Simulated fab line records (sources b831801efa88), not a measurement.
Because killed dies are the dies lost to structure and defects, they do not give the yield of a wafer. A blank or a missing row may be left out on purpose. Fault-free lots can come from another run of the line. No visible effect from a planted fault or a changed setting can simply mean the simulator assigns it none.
What tool caused it? :: flow sky130 :: 45 wafers from 15 lots sampled at 5 of the route's 708 steps

== WHAT EACH GAUGE READ, for each wafer ==
SKY_POLY_GATE_THK_MEAS_04.
lot: L615
measured: day 15 01:13
on: film metro-01
POLY_GATE_CVD_03_THK (nm): 75.1 74.4 74.4

lot: L616
measured: day 15 10:15
on: film metro-03
POLY_GATE_CVD_03_THK (nm): 73.1 73.0 73.6

lot: L617
measured: day 15 23:50
on: film metro-03
POLY_GATE_CVD_03_THK (nm): 75.9 76.1 76.3

lot: L618
measured: day 16 02:58
on: film metro-03
POLY_GATE_CVD_03_THK (nm): 75.5 74.9 75.2

lot: L619
measured: day 16 08:56
on: film metro-04
POLY_GATE_CVD_03_THK (nm): 75.1 74.8 75.5

lot: L620
measured: day 16 16:07
on: film metro-01
POLY_GATE_CVD_03_THK (nm): 74.4 75.1 74.6

lot: L621
measured: day 17 11:44
on: film metro-04
POLY_GATE_CVD_03_THK (nm): 74.2 74.7 75.0

lot: L622
measured: day 18 07:50
on: film metro-03
POLY_GATE_CVD_03_THK (nm): 76.1 75.3 75.9

lot: L623
measured: day 19 05:58
on: film metro-04
POLY_GATE_CVD_03_THK (nm): 74.2 75.5 74.4

lot: L626
measured: day 19 16:58
on: film metro-01
POLY_GATE_CVD_03_THK (nm): 76.1 76.2 75.6

lot: L627
measured: day 19 21:56
on: film metro-03
POLY_GATE_CVD_03_THK (nm): 75.7 75.7 75.4

lot: L629
measured: day 20 14:39
on: film metro-01
POLY_GATE_CVD_03_THK (nm): 74.7 74.6 74.6

lot: L630
measured: day 21 15:43
on: film metro-04
POLY_GATE_CVD_03_THK (nm): 74.1 74.0 74.4

lot: L632
measured: day 21 22:26
on: film metro-04
POLY_GATE_CVD_03_THK (nm): 75.5 74.8 75.5

lot: L633
measured: day 21 23:49
on: film metro-03
POLY_GATE_CVD_03_THK (nm): 74.6 75.3 76.5

SKY_LDD_HVP_OVL_MEAS_07.
lot: L615
measured: day 21 08:01
on: overlay-02
LDD_HVP_OVL (nm): -0.2 0.0 -1.6

lot: L616
measured: day 21 22:21
on: overlay-02
LDD_HVP_OVL (nm): -2.0 -1.3 -1.8

lot: L617
measured: day 22 08:50
on: overlay-02
LDD_HVP_OVL (nm): -0.8 -0.7 -2.5

lot: L618
measured: day 22 13:52
on: overlay-01
LDD_HVP_OVL (nm): 60.1 60.3 62.1 61.4 61.8 62.8

lot: L619
measured: day 22 19:46
on: overlay-01
LDD_HVP_OVL (nm): 59.0 59.2 58.7 60.1 60.4 59.8

lot: L620
measured: day 23 03:22
on: overlay-01
LDD_HVP_OVL (nm): -0.2 -2.3 0.2

lot: L621
measured: day 23 22:43
on: overlay-02
LDD_HVP_OVL (nm): -3.0 -2.5 -3.9

lot: L622
measured: day 24 18:36
on: overlay-02
LDD_HVP_OVL (nm): 61.5 60.3 59.3 62.9 61.6 61.2

lot: L623
measured: day 25 15:40
on: overlay-01
LDD_HVP_OVL (nm): -2.7 -2.5 -1.6

lot: L626
measured: day 26 03:19
on: overlay-01
LDD_HVP_OVL (nm): 60.7 59.0 59.7 61.5 60.1 60.8

lot: L627
measured: day 26 06:52
on: overlay-02
LDD_HVP_OVL (nm): -3.6 -3.0 -2.2

lot: L629
measured: day 26 23:20
on: overlay-02
LDD_HVP_OVL (nm): -0.3 -0.2 1.6

lot: L630
measured: day 27 22:26
on: overlay-01
LDD_HVP_OVL (nm): -1.3 -0.9 -0.4

lot: L632
measured: day 28 05:41
on: overlay-01
LDD_HVP_OVL (nm): -2.8 -1.4 -3.7

lot: L633
measured: day 28 06:38
on: overlay-02
LDD_HVP_OVL (nm): -0.2 -0.8 -0.9

SKY_LDD_LDN_OVL_MEAS_07.
lot: L615
measured: day 22 14:12
on: overlay-02
LDD_LDN_OVL (nm): 0.8 1.8 1.8

lot: L616
measured: day 23 05:03
on: overlay-01
LDD_LDN_OVL (nm): -0.4 -0.6 -0.6

lot: L617
measured: day 23 14:56
on: overlay-02
LDD_LDN_OVL (nm): 2.6 1.9 1.3

lot: L620
measured: day 24 09:18
on: overlay-02
LDD_LDN_OVL (nm): 0.3 -0.1 -0.2

lot: L621
measured: day 25 04:43
on: overlay-01
LDD_LDN_OVL (nm): -1.8 -1.1 -0.4

lot: L623
measured: day 26 19:56
on: overlay-01
LDD_LDN_OVL (nm): 0.8 0.6 0.8

lot: L627
measured: day 27 12:08
on: overlay-01
LDD_LDN_OVL (nm): 0.0 1.1 -1.0

lot: L629
measured: day 28 04:08
on: overlay-02
LDD_LDN_OVL (nm): 2.5 0.9 2.0

lot: L630
measured: day 29 02:14
on: overlay-02
LDD_LDN_OVL (nm): -0.2 -1.3 -1.4

lot: L632
measured: day 29 09:32
on: overlay-02
LDD_LDN_OVL (nm): -0.9 0.9 -3.0

lot: L633
measured: day 29 10:13
on: overlay-02
LDD_LDN_OVL (nm): -1.1 1.9 0.5

SKY_POLY_CUT_CD_MEAS_08 targets a cd of 270 nm.
lot: L615
measured: day 23 21:50
on: cd sem-02
cd nm (nm): 269.5 269.4 269.4

lot: L616
measured: day 24 16:16
on: cd sem-02
cd nm (nm): 270.5 270.7 269.6

lot: L617
measured: day 24 23:37
on: cd sem-02
cd nm (nm): 270.4 271.5 271.0

lot: L620
measured: day 25 17:06
on: cd sem-02
cd nm (nm): 269.7 269.8 271.0

lot: L621
measured: day 26 13:19
on: cd sem-02
cd nm (nm): 269.6 271.2 270.0

lot: L623
measured: day 28 02:58
on: cd sem-02
cd nm (nm): 272.0 271.1 270.0

lot: L627
measured: day 28 20:30
on: cd sem-01
cd nm (nm): 270.9 269.9 270.9

lot: L629
measured: day 29 09:27
on: cd sem-02
cd nm (nm): 269.1 268.6 268.1

lot: L630
measured: day 30 08:31
on: cd sem-01
cd nm (nm): 269.5 270.2 269.3

lot: L632
measured: day 30 15:38
on: cd sem-02
cd nm (nm): 269.2 270.4 268.2

lot: L633
measured: day 30 16:50
on: cd sem-02
cd nm (nm): 266.5 269.2 269.2

== WHICH TOOL RAN EACH LOT (tool, then ch and the chambers of the sampled wafers, then the start) ==
lot: L615
SKY_LDD_HVP_EXPOSE_04: iline stepper-02 ch 0, day 20 17:32

lot: L616
SKY_LDD_HVP_EXPOSE_04: iline stepper-01 ch 0, day 21 06:55

lot: L617
SKY_LDD_HVP_EXPOSE_04: iline stepper-02 ch 0, day 21 18:31

lot: L618
SKY_LDD_HVP_EXPOSE_04: iline stepper-02 ch 0, day 21 22:52

lot: L619
SKY_LDD_HVP_EXPOSE_04: iline stepper-02 ch 0, day 22 04:41

lot: L620
SKY_LDD_HVP_EXPOSE_04: iline stepper-01 ch 0, day 22 12:11

lot: L621
SKY_LDD_HVP_EXPOSE_04: iline stepper-01 ch 0, day 23 08:16

lot: L622
SKY_LDD_HVP_EXPOSE_04: iline stepper-02 ch 0, day 24 03:56

lot: L623
SKY_LDD_HVP_EXPOSE_04: iline stepper-01 ch 0, day 25 00:47

lot: L626
SKY_LDD_HVP_EXPOSE_04: iline stepper-02 ch 0, day 25 13:14

lot: L627
SKY_LDD_HVP_EXPOSE_04: iline stepper-01 ch 0, day 25 16:32

lot: L629
SKY_LDD_HVP_EXPOSE_04: iline stepper-01 ch 0, day 26 08:28

lot: L630
SKY_LDD_HVP_EXPOSE_04: iline stepper-01 ch 0, day 27 08:46

lot: L632
SKY_LDD_HVP_EXPOSE_04: iline stepper-01 ch 0, day 27 15:38

lot: L633
SKY_LDD_HVP_EXPOSE_04: iline stepper-01 ch 0, day 27 16:08
- SKY_LDD_HVP_EXPOSE_04: exposes mask HVPTM, target cd 700 nm.

== AS READ BY THE TOOLS THEMSELVES (means over the sampled wafers that have a number; for cases with no such wafer, the mark the record gives instead) ==
SKY_LDD_HVP_EXPOSE_04.
lot: L615
tool: iline stepper-02
reticle temp C (C): 22.90

lot: L616
tool: iline stepper-01
reticle temp C (C): 22.86

lot: L617
tool: iline stepper-02
reticle temp C (C): 23.07

lot: L618
tool: iline stepper-02
reticle temp C (C): 22.99

lot: L619
tool: iline stepper-02
reticle temp C (C): 22.98

lot: L620
tool: iline stepper-01
reticle temp C (C): 22.98

lot: L621
tool: iline stepper-01
reticle temp C (C): 23.09

lot: L622
tool: iline stepper-02
reticle temp C (C): 22.97

lot: L623
tool: iline stepper-01
reticle temp C (C): 22.94

lot: L626
tool: iline stepper-02
reticle temp C (C): 23.01

lot: L627
tool: iline stepper-01
reticle temp C (C): 23.00

lot: L629
tool: iline stepper-01
reticle temp C (C): 22.97

lot: L630
tool: iline stepper-01
reticle temp C (C): 23.08

lot: L632
tool: iline stepper-01
reticle temp C (C): 23.08

lot: L633
tool: iline stepper-01
reticle temp C (C): 23.01

== THE ANSWER, worked out from the rows above alone ==
Rule: the lots themselves supply what counts as usual. The widest of any qualifying gaps counts: lots, ordered by their means at a reading, are off when they make up no more than a third of the lots, leave a main group of 4 or more, and stand apart from it by 3 or more times the standard deviation of that group's means. A main group is skipped when, at the precision printed for the reading in the tables above, its means are all equal. A lot without any number at a reading at which 4 lots or more have one is off too. Where the step has rows for the other lots, those lots are counted as sound. First the gauges in route order, then the tools' own readings, where a lot's mean is used as printed above. At the first step where some lot is off, the reading lying furthest off is the one used; lots without a number count as furthest.
Off: L618, L619, L622, L626, at SKY_LDD_HVP_OVL_MEAS_07 (LDD_HVP_OVL). For the main group the mean is -1.5 nm and the standard deviation 1.1.
A tool fits if, at a process step before that reading, it ran every lot that is off, and no sound lot after the first of them. The gauges at SKY_LDD_HVP_OVL_MEAS_07 are tried like those tools. One fits: SKY_LDD_HVP_EXPOSE_04 on iline stepper-02. A fault onset in the window from L617 (day 21 18:31, its last sound lot) to L618 (day 21 22:52, its first lot off) fits.

== WHAT HAD BEEN PUT IN BY THE SIMULATOR ==
Scanner matching overlay: iline stepper-02, from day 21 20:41 on, at SKY_LDD_HVP_EXPOSE_04. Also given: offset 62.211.
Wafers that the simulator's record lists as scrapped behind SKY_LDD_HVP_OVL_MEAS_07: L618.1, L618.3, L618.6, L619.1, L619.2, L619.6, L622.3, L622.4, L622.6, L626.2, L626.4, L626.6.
Shown lots that were struck: L618, L619, L622, L626. The same result came from the rule above.
